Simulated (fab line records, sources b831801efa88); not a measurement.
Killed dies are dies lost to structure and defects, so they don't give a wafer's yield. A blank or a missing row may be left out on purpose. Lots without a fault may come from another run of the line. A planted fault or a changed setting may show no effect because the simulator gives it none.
fab line records | flow sky130
record lots=6 wafers=18 last_day=49
route steps=708 shown POLY_CUT@314 SD_P@320
lots that met no fault: from a run of the same line without faults
start_h: hours from the record's first day to the start of the lot's first wafer shown | wait_h: hours since the lot's step before | " the same as in the row above | L1.1+2: a row that stands for several wafers | - no value, or no start given | * or withheld: withheld | < > ~ a bound
route shown NAME@n: a module of which the file shows steps, and the number in the route of the first | usual: mean/standard deviation of fault-free wafers | same: alike in all rows | chamber/n: place in a boat | sites: the reading at each site | _std_site: their standard deviation | _edge_site: outer sites' mean less inner sites' | radius_mm: how far each site lies from the wafer's centre | mask NAME#n: copy n | behind: the tool/chamber that last shaped the wafer | hold: why the lot was held/for how many hours/how that ended | device: the transistor (n, p or np) that didn't switch | end of line: the same wafers' tests at the end of the route | a step without rows: its recipe alone | killed: dies lost to structure and defects at the first sort, not the wafer's yield | map: a wafer's dies, x killed, . not, _ none there
set.NAME: the setting as run; set.NAME@STEP: as run at that earlier step | model.NAME: the simulator's own value behind a step, which no gauge read
lots at some steps of the route; a table a step, a row a wafer
services: from which hour (start_h, from the record's first day; less than 0 if before it) a tool's chamber was out of use, for how many hours, and why
## steps
# step SKY_POLY_CUT_DEVELOP_07
# recipe develop_time_s=60 resist=KrF-thick dev_temp_c=21
# step SKY_POLY_CUT_CD_MEAS_08
# recipe target_cd_nm=270
# usual cd_nm=270.3/1.4
# columns lot.wafer tool chamber start_h wait_h cd_nm
L410.1 cd_sem-02 - 543.20 - 271.4
L410.4 " - " " 269.6
L410.6 " - " " 269.5
L412.1 cd_sem-02 - 568.17 - 271.7
L412.2 " - " " 271.4
L412.3 " - " " 271.2
L420.1 cd_sem-01 - 649.14 - 270.1
L420.3 " - " " 270.1
L420.4 " - " " 269.4
L422.1 cd_sem-01 - 660.25 - 269.3
L422.3 " - " " 271.1
L422.6 " - " " 269.0
L427.2 cd_sem-02 - 700.91 - 272.2
L427.4 " - " " 271.7
L427.5 " - " " 270.8
L428.3 cd_sem-01 - 702.68 - 270.2
L428.4 " - " " 269.6
L428.5 " - " " 270.4
# step SKY_POLY_CUT_OVL_MEAS_09
# usual POLY_CUT_OVL=1/5
# columns lot.wafer tool chamber start_h wait_h POLY_CUT_OVL[nm]
L410.1 overlay-01 - 543.32 0.1 9
L410.4 " - " " 6
L410.6 " - " " 3
L412.1 overlay-02 - 568.29 0.1 3
L412.2 " - " " 2
L412.3 " - " " -1
L420.1 overlay-02 - 649.26 0.1 0
L420.3 " - " " 4
L420.4 " - " " 5
L422.1 overlay-01 - 660.37 0.1 2
L422.3 " - " " 5
L422.6 " - " " 2
L427.2 overlay-02 - 701.01 0.1 -7
L427.4 " - " " -3
L427.5 " - " " 0
L428.3 overlay-01 - 702.77 0.1 3
L428.4 " - " " 0
L428.5 " - " " 4
# step SKY_POLY_CUT_ETCH_10
# recipe chemistry=N2/H2 target=BARC ion_energy_ev=200 source_w=500 bias_w=100 pressure_mtorr=30 n2_flow_sccm=100 h2_flow_sccm=200 stop_on=SiO2 time_s=45.9 target_depth_a=600
# usual drypump_motor_current_A=5.7/0.35 oes_product_au=0.855/0.005 throttle_valve_pct=13.225/0.0093
# columns lot.wafer tool chamber start_h wait_h drypump_motor_current_A oes_product_au rf_hours_counter_h throttle_valve_pct
L410.1 rie_diel-04 0 543.36 0.0 5.7 0.857 0 13.246
L410.4 " 0 " " 5.8 0.854 - 13.217
L410.6 " 1 " " 6.6 0.860 - 13.230
L412.1 rie_diel-01 0 568.33 0.0 5.8 0.846 58 13.229
L412.2 " 3 " " 5.0 0.854 37 13.224
L412.3 " 2 " " 5.9 0.854 8 13.224
L420.1 rie_diel-01 0 649.29 0.0 5.8 0.859 60 13.200
L420.3 " 3 " " 5.0 0.846 39 13.214
L420.4 " 2 " " 5.9 0.853 10 13.217
L422.1 rie_diel-03 2 660.41 0.0 5.9 0.861 15 13.233
L422.3 " 1 " " 5.8 0.856 2 13.221
L422.6 " 0 " " 5.5 0.850 - 13.208
L427.2 rie_diel-01 3 701.04 0.0 5.0 0.858 41 13.219
L427.4 " 0 " " 5.9 0.862 0 13.238
L427.5 " 1 " " 5.6 0.851 - 13.215
L428.3 rie_diel-04 1 702.79 0.0 6.6 0.859 4 13.225
L428.4 " 0 " " 5.8 0.855 3 13.226
L428.5 " 3 " " 5.9 0.859 - 13.218
# step SKY_POLY_CUT_ETCH_11
# recipe target=Si3N4 chemistry=CF4/CH2F2/Ar stop_on=poly-Si source_w=600 bias_w=150 pressure_mtorr=40 cf4_flow_sccm=40 ch2f2_flow_sccm=20 Ar_flow_sccm=150 time_s=42.5 target_depth_a=600
# usual drypump_motor_current_A=5.7/0.35 oes_product_au=0.833/0.0061 throttle_valve_pct=14.995/0.0094
# columns lot.wafer tool chamber start_h wait_h drypump_motor_current_A oes_product_au rf_hours_counter_h throttle_valve_pct
L410.1 rie_diel-04 0 543.40 0.0 5.7 0.830 0 14.995
L410.4 " 0 " " 5.7 0.830 - 15.001
L410.6 " 1 " " 6.6 0.833 - 15.010
L412.1 rie_diel-01 0 568.37 0.0 5.9 0.842 58 14.994
L412.2 " 3 " " 5.0 0.828 37 14.988
L412.3 " 2 " " 5.9 0.846 8 14.996
L420.1 rie_diel-01 0 649.33 0.0 5.8 0.837 60 14.983
L420.3 " 3 " " 4.9 0.844 39 14.990
L420.4 " 2 " " 5.9 0.836 10 15.005
L422.1 rie_diel-03 2 660.45 0.0 6.0 0.825 15 14.989
L422.3 " 1 " " 5.8 0.832 2 14.988
L422.6 " 0 " " 5.5 0.837 - 14.989
L427.2 rie_diel-01 3 701.08 0.0 5.0 0.832 41 15.006
L427.4 " 0 " " 5.8 0.832 0 14.994
L427.5 " 1 " " 5.6 0.834 - 14.983
L428.3 rie_diel-04 1 702.83 0.0 6.6 0.831 4 15.013
L428.4 " 0 " " 5.7 0.833 3 14.980
L428.5 " 3 " " 5.9 0.836 - 14.993
# step SKY_POLY_CUT_STRIP_12
# recipe chemistry=O2/N2 power_w=1400 pressure_mtorr=1500 platen_temp_c=withheld o2_flow_sccm=3000 n2_flow_sccm=300 overash_fraction=0.5
# usual drypump_motor_current_A=5.8/0.36 oes_product_au=0.453/0.0046 strip_time_to_endpoint_s=5.357/0.018
# columns lot.wafer tool chamber start_h wait_h drypump_motor_current_A oes_product_au rf_hours_counter_h strip_time_to_endpoint_s
L410.1 plasma_asher-04 1 543.44 0.0 5.3 0.453 87 5.389
L410.4 " 0 " " 5.9 0.451 - 5.360
L410.6 " 0 " " 5.9 0.457 - 5.376
L412.1 plasma_asher-04 1 568.41 0.0 5.3 0.452 89 5.355
L412.2 " 0 " " 5.9 0.451 89 5.351
L412.3 " 0 " " 5.9 0.456 - 5.370
L420.1 plasma_asher-04 0 649.37 0.0 5.9 0.442 97 5.370
L420.3 " 0 " " 5.9 0.456 - 5.381
L420.4 " 1 " " 5.3 0.454 - 5.377
L422.1 plasma_asher-04 1 660.49 0.0 5.3 0.451 98 5.346
L422.3 " 0 " " 5.9 0.448 - 5.359
L422.6 " 1 " " 5.3 0.457 - 5.362
L427.2 plasma_asher-04 1 701.12 0.0 5.3 0.449 102 5.352
L427.4 " 0 " " 5.9 0.452 - 5.339
L427.5 " 1 " " 5.3 0.445 - 5.346
L428.3 plasma_asher-02 0 702.91 0.1 6.1 0.443 - 5.342
L428.4 " 1 " " 6.2 0.453 - 5.339
L428.5 " 1 " " 6.2 0.449 - 5.308
# step SKY_SD_P_DEHYDRATE_00
# recipe temp_c=200 time_s=60
# step SKY_SD_P_HMDS_01
# recipe prime_time_s=60 prime_temp_c=120
# step SKY_SD_P_COAT_02
# recipe resist=NOVOLAK spin_rpm=3000 resist_thk_nm=1140
# step SKY_SD_P_SOFTBAKE_03
# recipe temp_c=89.39 time_s=60 resist=NOVOLAK
# step SKY_SD_P_EXPOSE_04
# recipe mask_id=PSDM na=0.6 source_shape=conventional sigma_outer=0.6 polarization=unpolarized target_cd_nm=380 dose_mj=138
# step SKY_SD_P_PEB_05
# recipe temp_c=withheld time_s=* resist=NOVOLAK
# step SKY_SD_P_DEVELOP_06
# recipe resist=NOVOLAK developer=TMAH develop_time_s=60 dev_temp_c=23
# columns lot.wafer tool chamber start_h wait_h
L410.1+4+6 litho_track-01 0 572.61 0.1
L412.1+2+3 litho_track-02 0 597.10 0.1
L420.1+3+4 litho_track-01 0 678.41 0.1
L422.1+3+6 litho_track-01 0 688.46 0.1
L427.2+4+5 litho_track-04 0 728.05 0.1
L428.3+4+5 litho_track-04 0 730.12 0.1
# step SKY_SD_P_CD_MEAS_07
# recipe target_cd_nm=380
# usual cd_nm=379.3/2.2
# columns lot.wafer tool chamber start_h wait_h cd_nm
L410.1 cd_sem-02 - 572.76 0.1 385.6
L410.4 " - " " 380.5
L410.6 " - " " 381.9
L412.1 cd_sem-01 - 597.25 0.1 380.6
L412.2 " - " " 379.5
L412.3 " - " " 379.8
L420.1 cd_sem-01 - 678.56 0.1 -
L420.3 " - " " -
L420.4 " - " " -
L422.1 cd_sem-01 - 688.61 0.1 -
L422.3 " - " " -
L422.6 " - " " -
L427.2 cd_sem-02 - 728.19 0.1 381.6
L427.4 " - " " 380.4
L427.5 " - " " 380.1
L428.3 cd_sem-02 - 730.26 0.1 376.0
L428.4 " - " " 377.8
L428.5 " - " " 377.7
# step SKY_SD_P_OVL_MEAS_08
# usual SD_P_OVL=-0.5/1.4
# columns lot.wafer tool chamber start_h wait_h SD_P_OVL[nm]
L410.1 overlay-01 - 572.88 0.1 -2.2
L410.4 " - " " -1.6
L410.6 " - " " -0.7
L412.1 overlay-01 - 597.37 0.1 -0.6
L412.2 " - " " 0.6
L412.3 " - " " 0.0
L420.1 overlay-01 - 678.68 0.1 -
L420.3 " - " " -
L420.4 " - " " -
L422.1 overlay-02 - 688.73 0.1 -
L422.3 " - " " -
L422.6 " - " " -
L427.2 overlay-01 - 728.30 0.1 -1.2
L427.4 " - " " -2.0
L427.5 " - " " -0.7
L428.3 overlay-02 - 730.36 0.1 0.1
L428.4 " - " " -0.4
L428.5 " - " " 1.8
# step SKY_SD_P_IMPLANT_09
# recipe species=BF2 energy_kev=20 dose_cm2=3e+15 tilt_deg=0
# step SKY_SD_P_STRIP_10
# recipe chemistry=O2/N2 power_w=1400 pressure_mtorr=1500 platen_temp_c=withheld o2_flow_sccm=3000 n2_flow_sccm=300 overash_fraction=0.5
# usual drypump_motor_current_A=5.8/0.38 oes_product_au=0.618/0.0041 strip_time_to_endpoint_s=17.52/0.036
# columns lot.wafer tool chamber start_h wait_h drypump_motor_current_A oes_product_au rf_hours_counter_h strip_time_to_endpoint_s
L410.1 plasma_asher-04 1 573.06 0.1 5.3 0.613 90 17.53
L410.4 " 1 " " 5.3 0.622 - 17.56
L410.6 " 0 " " 5.9 0.615 - 17.52
L412.1 plasma_asher-03 1 597.56 0.1 5.6 0.619 79 17.54
L412.2 " 0 " " 6.3 0.617 79 17.59
L412.3 " 0 " " 6.3 0.626 - 17.57
L420.1 plasma_asher-03 0 678.86 0.1 6.3 0.624 87 17.45
L420.3 " 0 " " 6.3 0.619 - 17.50
L420.4 " 1 " " 5.6 0.620 - 17.55
L422.1 plasma_asher-04 1 688.91 0.1 5.3 0.607 101 17.60
L422.3 " 0 " " 5.9 0.620 - 17.56
L422.6 " 1 " " 5.3 0.622 - 17.60
L427.2 plasma_asher-01 1 728.48 0.1 6.3 0.620 30 17.56
L427.4 " 0 " " 5.5 0.621 - 17.58
L427.5 " 1 " " 6.3 0.626 - 17.59
L428.3 plasma_asher-04 0 730.56 0.1 5.9 0.612 - 17.44
L428.4 " 1 " " 5.3 0.618 - 17.49
L428.5 " 1 " " 5.3 0.617 - 17.53
# step SKY_SD_P_TW_MEAS_11
# usual SD_P_TW=2857/23
# columns lot.wafer tool chamber start_h wait_h hold SD_P_TW
L410.1 film_metro-04 - 573.16 0.1 - 2876
L410.4 " - " " - 2857
L410.6 " - " " - 2869
L412.1 film_metro-03 - 597.66 0.1 - 2884
L412.2 " - " " - 2872
L412.3 " - " " - 2854
L420.1 film_metro-02 - 678.96 0.1 await_dispo/0.2h/release 30
L420.3 " - " " await_dispo/0.2h/release 30
L420.4 " - " " await_dispo/0.2h/release 30
L420.1 film_metro-02 - 679.19 0.2 - 30
L420.3 " - " " - 30
L420.4 " - " " - 30
L422.1 film_metro-04 - 689.01 0.1 await_dispo/0.2h/release 30
L422.3 " - " " await_dispo/0.2h/release 30
L422.6 " - " " await_dispo/0.2h/release 30
L422.1 film_metro-04 - 689.24 0.2 - 31
L422.3 " - " " - 30
L422.6 " - " " - 30
L427.2 film_metro-03 - 728.59 0.1 - 2896
L427.4 " - " " - 2881
L427.5 " - " " - 2895
L428.3 film_metro-03 - 730.65 0.1 - 2888
L428.4 " - " " - 2893
L428.5 " - " " - 2894
## services
# columns tool chamber start_h hours kind
rie_diel-04 2 527.80 - clean
rie_diel-04 2 527.80 34.9 scheduled_down
rie_diel-03 3 536.62 16.4 repair
rie_diel-01 0 537.15 2.0 repair
plasma_asher-04 - 541.65 1.7 repair
rie_diel-04 3 564.55 7.9 repair
rie_diel-04 2 573.78 5.3 repair
rie_diel-04 - 590.83 1.2 repair
rie_diel-01 1 603.07 - clean
rie_diel-01 1 603.07 27.0 scheduled_down
rie_diel-01 1 603.07 27.0 vent_cycle
plasma_asher-04 - 619.48 2.8 pm
rie_diel-03 3 628.39 16.3 repair
rie_diel-04 3 635.47 3.6 repair
rie_diel-03 3 645.62 11.6 repair
rie_diel-03 0 645.75 6.0 repair
rie_diel-04 2 650.82 16.5 repair
rie_diel-01 1 651.83 5.3 repair
rie_diel-01 0 681.93 - clean
rie_diel-01 0 681.93 14.0 scheduled_down
rie_diel-01 0 681.93 14.0 vent_cycle
plasma_asher-03 - 695.32 1.9 repair
rie_diel-04 - 712.81 0.2 repair
rie_diel-04 - 713.12 28.1 pm
## key
first_sign step=SKY_SD_P_CD_MEAS_07 reading=cd_nm direction=missing
effect step=SKY_SD_P_OVL_MEAS_08 reading=SD_P_OVL direction=missing
effect step=SKY_SD_P_TW_MEAS_11 reading=visit direction=added
effect step=SKY_SD_P_TW_MEAS_11 reading=SD_P_TW direction=down sigmas=99+ usual=2857 struck=30
met_at SKY_SD_P_DEVELOP_06
struck_wafers L420.1,L420.3,L420.4,L422.1,L422.3,L422.6
scrapped_behind SKY_SD_P_TW_MEAS_11 L420.1,L420.3,L420.4,L422.1,L422.3,L422.6
onset_between 572.61 678.41
fault kind=process_parameter_drift tool=litho_track-01 chamber=- onset_h=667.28 steps=SKY_SD_P_DEVELOP_06 channel=develop_time_s offset=* shape=step end_h=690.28 acts_in=* stated=*
